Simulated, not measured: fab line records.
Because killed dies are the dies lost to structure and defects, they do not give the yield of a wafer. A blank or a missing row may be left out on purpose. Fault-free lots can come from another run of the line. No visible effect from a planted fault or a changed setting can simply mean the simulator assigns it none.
fab line records	flow gf180mcu
[record] lots = 24	wafers = 72	last-day = 34
route steps=602 shown DUAL_GATE@144 V1@352 M3@423 V3@447 M4@461
lots with no fault: from the same line, run without faults
start-h: the number of hours between the record's first day and the start of the first shown wafer of the lot	wait-h: hours from the lot's prior step to this one	" identical to the entry in the row above	L1.1+2: several wafers, shown together as one row	- no value present, or no start provided	* or withheld: withheld	< > ~ a bound
route shown NAME@n: names a module that has steps shown in the file, with the first one's number in the route	usual: average and standard deviation across the fault-free wafers	same: alike in all rows	chamber/n: place in a boat	sites: per-site readings	_std_site: standard deviation of those values	_edge_site: inner sites' mean taken away from outer sites' mean	radius-mm: how far each site lies from the wafer's centre	mask NAME#n: copy n	behind: the tool/chamber that last shaped the wafer	hold: reason for holding the lot/hours on hold/outcome of the hold	device: which transistor (n, p or np) failed to switch	end of line: tests run on the same wafers once the route is complete	a step without rows: its recipe alone	killed: dies lost to structure and defects at the first sort, not the wafer's yield	map: shows each die of a wafer: x if killed, . if not, _ if none is there
set.NAME: the run value of the setting; set.NAME@STEP: its run value at that earlier step	model.NAME: the simulator's own value behind a step, which no gauge read
one table for each step of the route and one row for each wafer, over a sample of lots
services: the hour from which a tool's chamber was out of use, counted from the record's first day as start-h (under 0 if before that day), plus the number of hours and why
[[steps]]
[step GF_DUAL_GATE_THK_MEAS_03]
[recipe] reads = SiO2_of_DUAL_GATE_OXIDATION_02
[usual] DUAL_GATE_OXIDATION_00_THK = 10.96/0.2
lot.wafer	tool	chamber	start-h	wait-h	DUAL_GATE_OXIDATION_00_THK[nm]
L074.1	film-metro-01	-	164.95	0.0	10.73
L074.5	"	-	"	"	10.77
L074.6	"	-	"	"	10.71
L075.2	film-metro-01	-	170.14	0.0	11.06
L075.4	"	-	"	"	10.82
L075.5	"	-	"	"	11.01
L076.3	film-metro-04	-	176.03	0.0	10.74
L076.4	"	-	"	"	10.59
L076.5	"	-	"	"	10.80
L077.1	film-metro-01	-	178.58	0.0	10.67
L077.2	"	-	"	"	10.61
L077.6	"	-	"	"	10.71
L078.1	film-metro-03	-	194.10	0.0	10.75
L078.2	"	-	"	"	10.81
L078.3	"	-	"	"	10.86
L079.4	film-metro-01	-	194.13	0.0	11.29
L079.5	"	-	"	"	11.16
L079.6	"	-	"	"	11.16
L080.2	film-metro-01	-	199.52	0.0	10.70
L080.4	"	-	"	"	10.80
L080.5	"	-	"	"	10.70
L081.2	film-metro-04	-	209.30	0.1	10.52
L081.3	"	-	"	"	10.62
L081.6	"	-	"	"	10.80
L082.1	film-metro-01	-	214.36	0.0	11.10
L082.3	"	-	"	"	10.96
L082.5	"	-	"	"	10.90
L083.1	film-metro-01	-	226.46	0.0	10.83
L083.3	"	-	"	"	11.19
L083.5	"	-	"	"	10.94
L084.2	film-metro-04	-	230.48	0.0	10.88
L084.4	"	-	"	"	11.06
L084.5	"	-	"	"	10.98
L085.3	film-metro-03	-	239.55	0.0	11.12
L085.4	"	-	"	"	11.02
L085.6	"	-	"	"	10.98
L086.1	film-metro-01	-	240.09	0.0	10.79
L086.5	"	-	"	"	11.02
L086.6	"	-	"	"	10.85
L087.1	film-metro-04	-	251.64	0.0	10.80
L087.4	"	-	"	"	10.96
L087.5	"	-	"	"	10.86
L088.1	film-metro-04	-	259.20	0.0	10.90
L088.3	"	-	"	"	10.93
L088.4	"	-	"	"	10.87
L089.2	film-metro-03	-	267.05	0.0	11.05
L089.4	"	-	"	"	11.13
L089.5	"	-	"	"	11.17
L090.2	film-metro-03	-	270.19	0.0	11.24
L090.5	"	-	"	"	11.13
L090.6	"	-	"	"	10.98
L091.2	film-metro-01	-	279.77	0.0	10.85
L091.4	"	-	"	"	10.98
L091.6	"	-	"	"	11.03
L092.1	film-metro-01	-	282.73	0.0	10.68
L092.3	"	-	"	"	10.72
L092.6	"	-	"	"	10.73
L093.4	film-metro-04	-	290.29	0.0	11.23
L093.5	"	-	"	"	11.15
L093.6	"	-	"	"	11.10
L094.1	film-metro-04	-	298.63	0.0	11.36
L094.2	"	-	"	"	11.50
L094.3	"	-	"	"	11.16
L095.2	film-metro-01	-	303.59	0.0	10.99
L095.3	"	-	"	"	11.08
L095.4	"	-	"	"	11.20
L096.2	film-metro-01	-	312.39	0.0	11.02
L096.4	"	-	"	"	11.20
L096.6	"	-	"	"	11.20
L097.2	film-metro-01	-	316.77	0.0	11.15
L097.5	"	-	"	"	11.15
L097.6	"	-	"	"	11.00
[step GF_V1_ETCH_17]
[recipe] chemistry = C4F8/O2/Ar	mask-material = KrF	target = SiO2	stop-on = TiN	source-w = 1500	bias-w = 1200	pressure-mtorr = 40	c4f8-flow-sccm = withheld	O2_flow_sccm = 6	Ar_flow_sccm = 300	time-s = withheld	target-depth-a = 6300
[usual] oes-product-au = 0.856/0.004
lot.wafer	tool	chamber	start-h	wait-h	oes-product-au
L074.1	rie-diel-04	0	-	-	0.854
L074.5	"	2	"	"	0.853
L074.6	"	3	"	"	0.854
L075.2	rie-diel-01	0	-	-	0.853
L075.4	"	2	"	"	0.851
L075.5	"	0	"	"	0.856
L076.3	rie-diel-02	3	-	-	0.853
L076.4	"	0	"	"	0.853
L076.5	"	2	"	"	0.849
L077.1	rie-diel-02	1	-	-	0.858
L077.2	"	0	"	"	0.858
L077.6	"	1	"	"	0.862
L079.4	rie-diel-02	1	-	-	0.855
L079.5	"	0	"	"	0.858
L079.6	"	3	"	"	0.861
L078.1	rie-diel-01	3	-	-	0.856
L078.2	"	2	"	"	0.854
L078.3	"	1	"	"	0.855
L080.2	rie-diel-02	0	-	-	0.863
L080.4	"	1	"	"	0.858
L080.5	"	2	"	"	0.851
L081.2	rie-diel-02	3	-	-	0.850
L081.3	"	1	"	"	0.855
L081.6	"	3	"	"	0.860
L082.1	rie-diel-01	3	-	-	0.856
L082.3	"	1	"	"	0.861
L082.5	"	0	"	"	0.856
L083.1	rie-diel-02	1	-	-	0.858
L083.3	"	0	"	"	0.860
L083.5	"	2	"	"	0.850
L084.2	rie-diel-02	3	-	-	0.857
L084.4	"	2	"	"	0.854
L084.5	"	3	"	"	0.856
L085.3	rie-diel-04	1	-	-	0.856
L085.4	"	0	"	"	0.866
L085.6	"	1	"	"	0.855
L086.1	rie-diel-01	0	-	-	0.863
L086.5	"	2	"	"	0.846
L086.6	"	1	"	"	0.858
L087.1	rie-diel-04	2	-	-	0.854
L087.4	"	1	"	"	0.854
L087.5	"	1	"	"	0.860
L088.1	rie-diel-01	3	-	-	0.859
L088.3	"	0	"	"	0.856
L088.4	"	1	"	"	0.860
L089.2	rie-diel-04	3	-	-	0.858
L089.4	"	2	"	"	0.856
L089.5	"	0	"	"	0.856
L090.2	rie-diel-02	3	-	-	0.854
L090.5	"	0	"	"	0.853
L090.6	"	1	"	"	0.859
L091.2	rie-diel-02	1	-	-	0.853
L091.4	"	2	"	"	0.856
L091.6	"	3	"	"	0.856
L092.1	rie-diel-02	2	-	-	0.851
L092.3	"	0	"	"	0.851
L092.6	"	1	"	"	0.855
L093.4	rie-diel-02	3	-	-	0.861
L093.5	"	1	"	"	0.858
L093.6	"	0	"	"	0.861
L094.1	rie-diel-04	0	-	-	0.865
L094.2	"	1	"	"	0.857
L094.3	"	2	"	"	0.854
L095.2	rie-diel-01	2	-	-	0.851
L095.3	"	3	"	"	0.854
L095.4	"	1	"	"	0.852
L096.2	rie-diel-02	0	-	-	0.855
L096.4	"	3	"	"	0.853
L096.6	"	2	"	"	0.856
L097.2	rie-diel-04	3	-	-	0.857
L097.5	"	3	"	"	0.859
L097.6	"	2	"	"	0.856
[step GF_V1_RS_MEAS_24]
[recipe] thk-meas-gauge = four-point-probe	reads = W_of_V1_CVD_23+TiN_of_V1_SPUTTER_22+Ti_of_V1_SPUTTER_21
[usual] V1_W_RS = 0.330/0.0089
lot.wafer	tool	chamber	start-h	wait-h	V1_W_RS[ohm/sq]
L074.1	film-metro-01	-	417.86	0.2	0.338
L074.5	"	-	"	"	0.341
L074.6	"	-	"	"	0.338
L075.2	film-metro-01	-	424.04	0.1	0.333
L075.4	"	-	"	"	0.334
L075.5	"	-	"	"	0.319
L076.3	film-metro-01	-	437.56	0.1	0.319
L076.4	"	-	"	"	0.328
L076.5	"	-	"	"	0.323
L077.1	film-metro-01	-	439.58	0.1	0.322
L077.2	"	-	"	"	0.334
L077.6	"	-	"	"	0.316
L079.4	film-metro-01	-	460.90	0.1	0.324
L079.5	"	-	"	"	0.324
L079.6	"	-	"	"	0.344
L078.1	film-metro-01	-	464.55	0.1	0.335
L078.2	"	-	"	"	0.329
L078.3	"	-	"	"	0.327
L080.2	film-metro-03	-	469.04	0.1	0.327
L080.4	"	-	"	"	0.326
L080.5	"	-	"	"	0.326
L081.2	film-metro-03	-	477.81	0.1	0.330
L081.3	"	-	"	"	0.324
L081.6	"	-	"	"	0.333
L082.1	film-metro-01	-	485.84	0.1	0.325
L082.3	"	-	"	"	0.321
L082.5	"	-	"	"	0.347
L083.1	film-metro-04	-	503.71	0.1	0.342
L083.3	"	-	"	"	0.343
L083.5	"	-	"	"	0.321
L084.2	film-metro-04	-	510.46	0.1	0.321
L084.4	"	-	"	"	0.345
L084.5	"	-	"	"	0.344
L085.3	film-metro-04	-	519.86	0.1	0.344
L085.4	"	-	"	"	0.320
L085.6	"	-	"	"	0.343
L086.1	film-metro-03	-	522.86	0.1	0.342
L086.5	"	-	"	"	0.343
L086.6	"	-	"	"	0.321
L087.1	film-metro-01	-	537.69	0.1	0.321
L087.4	"	-	"	"	0.324
L087.5	"	-	"	"	0.323
L088.1	film-metro-03	-	546.27	0.1	0.341
L088.3	"	-	"	"	0.338
L088.4	"	-	"	"	0.315
L089.2	film-metro-01	-	555.01	0.1	0.348
L089.4	"	-	"	"	0.350
L089.5	"	-	"	"	0.344
L090.2	film-metro-04	-	555.68	0.1	0.343
L090.5	"	-	"	"	0.326
L090.6	"	-	"	"	0.338
L091.2	film-metro-03	-	566.45	0.1	0.328
L091.4	"	-	"	"	0.336
L091.6	"	-	"	"	0.331
L092.1	film-metro-04	-	573.78	0.1	0.338
L092.3	"	-	"	"	0.322
L092.6	"	-	"	"	0.320
L093.4	film-metro-01	-	579.47	0.1	0.328
L093.5	"	-	"	"	0.327
L093.6	"	-	"	"	0.323
L094.1	film-metro-03	-	592.31	0.1	0.333
L094.2	"	-	"	"	0.315
L094.3	"	-	"	"	0.310
L095.2	film-metro-01	-	592.66	0.1	0.330
L095.3	"	-	"	"	0.326
L095.4	"	-	"	"	0.330
L096.2	film-metro-01	-	601.77	0.1	0.326
L096.4	"	-	"	"	0.331
L096.6	"	-	"	"	0.331
L097.2	film-metro-01	-	604.88	0.1	0.326
L097.5	"	-	"	"	0.332
L097.6	"	-	"	"	0.325
[step GF_M3_CD_MEAS_14]
[recipe] target-cd-nm = 280
[usual] cd-nm = 279.9/1.3
lot.wafer	tool	chamber	start-h	wait-h	cd-nm
L074.1	cd-sem-02	-	494.66	0.1	281.6
L074.5	"	-	"	"	281.8
L074.6	"	-	"	"	280.4
L075.2	cd-sem-02	-	500.68	0.3	279.5
L075.4	"	-	"	"	279.0
L075.5	"	-	"	"	279.0
L076.3	cd-sem-01	-	513.70	0.1	278.9
L076.4	"	-	"	"	279.4
L076.5	"	-	"	"	279.6
L077.1	cd-sem-02	-	515.91	0.1	280.3
L077.2	"	-	"	"	279.2
L077.6	"	-	"	"	279.9
L079.4	cd-sem-02	-	535.72	0.1	281.8
L079.5	"	-	"	"	281.9
L079.6	"	-	"	"	282.6
L078.1	cd-sem-02	-	539.86	0.1	280.1
L078.2	"	-	"	"	280.3
L078.3	"	-	"	"	280.3
L080.2	cd-sem-01	-	542.13	0.1	279.5
L080.4	"	-	"	"	281.0
L080.5	"	-	"	"	279.6
L081.2	cd-sem-02	-	555.53	0.1	277.7
L081.3	"	-	"	"	279.0
L081.6	"	-	"	"	277.6
L082.1	cd-sem-01	-	559.11	0.1	279.8
L082.3	"	-	"	"	279.5
L082.5	"	-	"	"	280.2
L083.1	cd-sem-02	-	575.78	0.2	279.3
L083.3	"	-	"	"	279.6
L083.5	"	-	"	"	279.9
L084.2	cd-sem-01	-	582.52	0.1	280.4
L084.4	"	-	"	"	280.0
L084.5	"	-	"	"	280.4
L085.3	cd-sem-02	-	589.40	0.1	280.8
L085.4	"	-	"	"	280.4
L085.6	"	-	"	"	279.7
L086.1	cd-sem-02	-	593.31	0.1	278.1
L086.5	"	-	"	"	277.2
L086.6	"	-	"	"	278.0
L087.1	cd-sem-01	-	607.90	0.1	282.0
L087.4	"	-	"	"	280.6
L087.5	"	-	"	"	281.2
L088.1	cd-sem-02	-	616.05	0.1	282.0
L088.3	"	-	"	"	281.7
L088.4	"	-	"	"	281.4
L089.2	cd-sem-02	-	623.08	0.1	276.8
L089.4	"	-	"	"	277.4
L089.5	"	-	"	"	276.6
L090.2	cd-sem-02	-	624.72	0.1	279.3
L090.5	"	-	"	"	278.4
L090.6	"	-	"	"	278.6
L091.2	cd-sem-01	-	633.67	0.1	281.3
L091.4	"	-	"	"	281.5
L091.6	"	-	"	"	282.4
L092.1	cd-sem-02	-	640.76	0.1	279.5
L092.3	"	-	"	"	280.0
L092.6	"	-	"	"	279.5
L093.4	cd-sem-02	-	646.56	0.1	281.0
L093.5	"	-	"	"	280.3
L093.6	"	-	"	"	280.9
L094.1	cd-sem-01	-	657.06	0.1	278.6
L094.2	"	-	"	"	280.8
L094.3	"	-	"	"	280.0
L095.2	cd-sem-02	-	657.43	0.1	280.6
L095.3	"	-	"	"	280.3
L095.4	"	-	"	"	279.0
L096.2	cd-sem-01	-	665.53	0.1	280.6
L096.4	"	-	"	"	280.7
L096.6	"	-	"	"	280.2
L097.2	cd-sem-02	-	668.63	0.1	279.8
L097.5	"	-	"	"	279.8
L097.6	"	-	"	"	279.5
[step GF_V3_STRIP_18]
[recipe] chemistry = O2/N2	power-w = 1400	pressure-mtorr = 1500	platen-temp-c = 250	o2-flow-sccm = 3000	n2-flow-sccm = 300	overash-fraction = 0.5
[usual] drypump-motor-current-A = 5.8/0.48	heater-power-w = 324/23	oes-product-au = 0.592/0.0047
lot.wafer	tool	chamber	start-h	wait-h	drypump-motor-current-A	heater-power-w	oes-product-au	rf-hours-counter-h
L074.1	plasma-asher-03	0	520.00	-	5.9	327	0.594	37
L074.5	"	1	"	"	5.6	347	0.599	-
L074.6	"	0	"	"	5.9	340	0.594	-
L075.2	plasma-asher-02	1	526.05	-	6.2	298	0.587	11
L075.4	"	1	"	"	6.2	290	0.597	-
L075.5	"	1	"	"	6.3	294	0.587	-
L076.3	plasma-asher-02	0	537.75	-	6.3	314	0.592	-
L076.4	"	1	"	"	6.3	293	0.596	-
L076.5	"	0	"	"	6.3	314	0.595	-
L077.1	plasma-asher-02	0	540.74	-	6.2	311	0.590	12
L077.2	"	1	"	"	6.3	291	0.587	12
L077.6	"	0	"	"	6.2	313	0.589	-
L079.4	plasma-asher-03	0	560.05	-	5.9	331	0.590	-
L079.5	"	0	"	"	5.9	343	0.597	-
L079.6	"	1	"	"	5.6	346	0.597	-
L078.1	plasma-asher-01	1	563.99	-	5.7	356	0.595	80
L078.2	"	0	"	"	4.9	324	0.592	80
L078.3	"	1	"	"	5.7	356	0.587	-
L080.2	plasma-asher-03	1	566.64	-	5.6	354	0.583	43
L080.4	"	0	"	"	5.9	325	0.596	-
L080.5	"	1	"	"	5.6	358	0.600	-
L081.2	plasma-asher-01	1	579.32	-	5.7	357	0.592	82
L081.3	"	1	"	"	5.7	357	0.592	-
L081.6	"	1	"	"	5.7	347	0.592	-
L082.1	plasma-asher-01	1	583.32	-	5.7	352	0.595	82
L082.3	"	0	"	"	4.9	321	0.590	-
L082.5	"	0	"	"	4.9	325	0.588	-
L083.1	plasma-asher-01	0	599.29	-	5.0	322	0.590	84
L083.3	"	0	"	"	5.0	332	0.589	-
L083.5	"	1	"	"	5.7	352	0.592	-
L084.2	plasma-asher-01	0	605.99	-	4.9	331	0.589	85
L084.4	"	1	"	"	5.7	359	0.591	-
L084.5	"	0	"	"	4.9	325	0.588	-
L085.3	plasma-asher-02	0	611.82	-	6.3	308	0.596	-
L085.4	"	1	"	"	6.2	294	0.598	-
L085.6	"	0	"	"	6.3	311	0.590	-
L086.1	plasma-asher-02	0	616.02	-	6.2	304	0.595	17
L086.5	"	1	"	"	6.2	289	0.600	-
L086.6	"	0	"	"	6.3	308	0.594	-
L087.1	plasma-asher-01	0	630.44	-	5.0	324	0.591	87
L087.4	"	1	"	"	5.7	350	0.595	-
L087.5	"	1	"	"	5.7	356	0.591	-
L088.1	plasma-asher-01	1	638.69	-	5.7	358	0.593	88
L088.3	"	1	"	"	5.7	358	0.587	-
L088.4	"	0	"	"	5.0	326	0.586	-
L089.2	plasma-asher-01	1	644.99	-	5.7	349	0.578	89
L089.4	"	0	"	"	4.9	324	0.593	-
L089.5	"	1	"	"	5.7	363	0.595	-
L090.2	plasma-asher-01	0	646.77	-	4.9	332	0.592	89
L090.5	"	0	"	"	4.9	326	0.589	-
L090.6	"	1	"	"	5.7	342	0.592	-
L091.2	plasma-asher-03	0	655.49	-	5.9	324	0.583	54
L091.4	"	0	"	"	5.9	332	0.595	-
L091.6	"	0	"	"	5.9	327	0.585	-
L092.1	plasma-asher-02	1	662.49	-	6.2	296	0.591	21
L092.3	"	1	"	"	6.2	295	0.587	-
L092.6	"	0	"	"	6.3	316	0.582	-
L093.4	plasma-asher-02	1	667.75	-	6.2	285	0.587	-
L093.5	"	1	"	"	6.3	292	0.598	-
L093.6	"	0	"	"	6.3	315	0.592	-
L094.1	plasma-asher-02	1	678.49	-	6.2	295	0.584	23
L094.2	"	0	"	"	6.3	308	0.600	23
L094.3	"	0	"	"	6.3	309	0.599	-
L095.2	plasma-asher-03	1	678.84	-	5.6	347	0.602	57
L095.3	"	0	"	"	5.9	333	0.597	-
L095.4	"	1	"	"	5.6	348	0.589	-
L096.2	plasma-asher-02	1	686.64	-	6.3	288	0.600	24
L096.4	"	0	"	"	6.3	309	0.594	-
L096.6	"	0	"	"	6.3	323	0.586	-
L097.2	plasma-asher-02	0	689.52	-	6.3	307	0.584	25
L097.5	"	0	"	"	6.3	308	0.589	-
L097.6	"	1	"	"	6.2	287	0.590	-
[step GF_M4_RS_MEAS_05]
[recipe] thk-meas-gauge = four-point-probe	reads = TiN_of_M4_SPUTTER_04+Ti_of_M4_SPUTTER_03+AlCu_of_M4_SPUTTER_02+TiN_of_M4_SPUTTER_01+Ti_of_M4_SPUTTER_00
[usual] M4_ALCU_RS = 0.0693/0.00095
lot.wafer	tool	chamber	start-h	wait-h	M4_ALCU_RS[ohm/sq]
L074.1	film-metro-01	-	521.45	0.0	0.0688
L074.5	"	-	"	"	0.0698
L074.6	"	-	"	"	0.0693
L075.2	film-metro-02	-	527.51	0.0	0.0677
L075.4	"	-	"	"	0.0692
L075.5	"	-	"	"	0.0675
L076.3	film-metro-01	-	539.20	0.1	0.0695
L076.4	"	-	"	"	0.0697
L076.5	"	-	"	"	0.0692
L077.1	film-metro-02	-	542.18	0.0	0.0693
L077.2	"	-	"	"	0.0694
L077.6	"	-	"	"	0.0698
L079.4	film-metro-01	-	561.55	0.1	0.0688
L079.5	"	-	"	"	0.0680
L079.6	"	-	"	"	0.0681
L078.1	film-metro-01	-	565.44	0.0	0.0685
L078.2	"	-	"	"	0.0683
L078.3	"	-	"	"	0.0681
L080.2	film-metro-01	-	568.10	0.0	0.0693
L080.4	"	-	"	"	0.0682
L080.5	"	-	"	"	0.0712
L081.2	film-metro-01	-	580.78	0.0	0.0692
L081.3	"	-	"	"	0.0691
L081.6	"	-	"	"	0.0691
L082.1	film-metro-04	-	585.24	0.0	0.0711
L082.3	"	-	"	"	0.0702
L082.5	"	-	"	"	0.0703
L083.1	film-metro-04	-	600.74	0.0	0.0695
L083.3	"	-	"	"	0.0693
L083.5	"	-	"	"	0.0688
L084.2	film-metro-01	-	607.46	0.0	0.0686
L084.4	"	-	"	"	0.0679
L084.5	"	-	"	"	0.0687
L085.3	film-metro-01	-	613.30	0.1	0.0692
L085.4	"	-	"	"	0.0707
L085.6	"	-	"	"	0.0694
L086.1	film-metro-02	-	617.46	0.0	0.0683
L086.5	"	-	"	"	0.0692
L086.6	"	-	"	"	0.0683
L087.1	film-metro-01	-	631.91	0.0	0.0704
L087.4	"	-	"	"	0.0688
L087.5	"	-	"	"	0.0706
L088.1	film-metro-04	-	640.13	0.0	0.0681
L088.3	"	-	"	"	0.0686
L088.4	"	-	"	"	0.0693
L089.2	film-metro-04	-	646.46	0.0	0.0692
L089.4	"	-	"	"	0.0707
L089.5	"	-	"	"	0.0687
L090.2	film-metro-01	-	648.23	0.0	0.0685
L090.5	"	-	"	"	0.0697
L090.6	"	-	"	"	0.0697
L091.2	film-metro-02	-	656.98	0.0	0.0703
L091.4	"	-	"	"	0.0708
L091.6	"	-	"	"	0.0700
L092.1	film-metro-01	-	664.06	0.0	0.0683
L092.3	"	-	"	"	0.0695
L092.6	"	-	"	"	0.0692
L093.4	film-metro-04	-	669.25	0.1	0.0706
L093.5	"	-	"	"	0.0701
L093.6	"	-	"	"	0.0707
L094.1	film-metro-02	-	679.93	0.0	0.0716
L094.2	"	-	"	"	0.0712
L094.3	"	-	"	"	0.0711
L095.2	film-metro-04	-	680.31	0.0	0.0697
L095.3	"	-	"	"	0.0684
L095.4	"	-	"	"	0.0688
L096.2	film-metro-02	-	688.12	0.0	0.0689
L096.4	"	-	"	"	0.0679
L096.6	"	-	"	"	0.0679
L097.2	film-metro-04	-	690.98	0.0	0.0697
L097.5	"	-	"	"	0.0698
L097.6	"	-	"	"	0.0697
[[services]]
tool	chamber	start-h	hours	kind
plasma-asher-03	-	392.94	1.7	repair
plasma-asher-02	-	421.25	9.0	pm
plasma-asher-01	-	421.63	2.0	repair
rie-diel-01	3	423.86	2.5	repair
plasma-asher-01	-	424.77	0.7	repair
rie-diel-04	0	474.89	6.3	repair
rie-diel-02	-	478.33	2.8	pm
rie-diel-04	1	481.97	15.7	repair
rie-diel-04	-	492.77	0.6	repair
rie-diel-02	2	493.54	9.2	repair
rie-diel-02	-	501.83	0.9	repair
rie-diel-04	3	507.33	14.1	repair
rie-diel-04	1	524.30	1.8	repair
plasma-asher-02	-	533.10	1.8	repair
rie-diel-02	1	541.44	3.1	repair
plasma-asher-01	-	555.87	5.8	repair
plasma-asher-02	-	558.75	27.8	pm
rie-diel-02	2	579.92	3.2	repair
plasma-asher-02	-	616.36	1.6	repair
plasma-asher-02	-	616.73	1.6	repair
rie-diel-01	0	637.65	4.5	repair
plasma-asher-02	-	653.73	8.2	repair
plasma-asher-01	-	661.91	15.6	pm
plasma-asher-01	-	677.51	14.6	pm
[[key]]
fault none
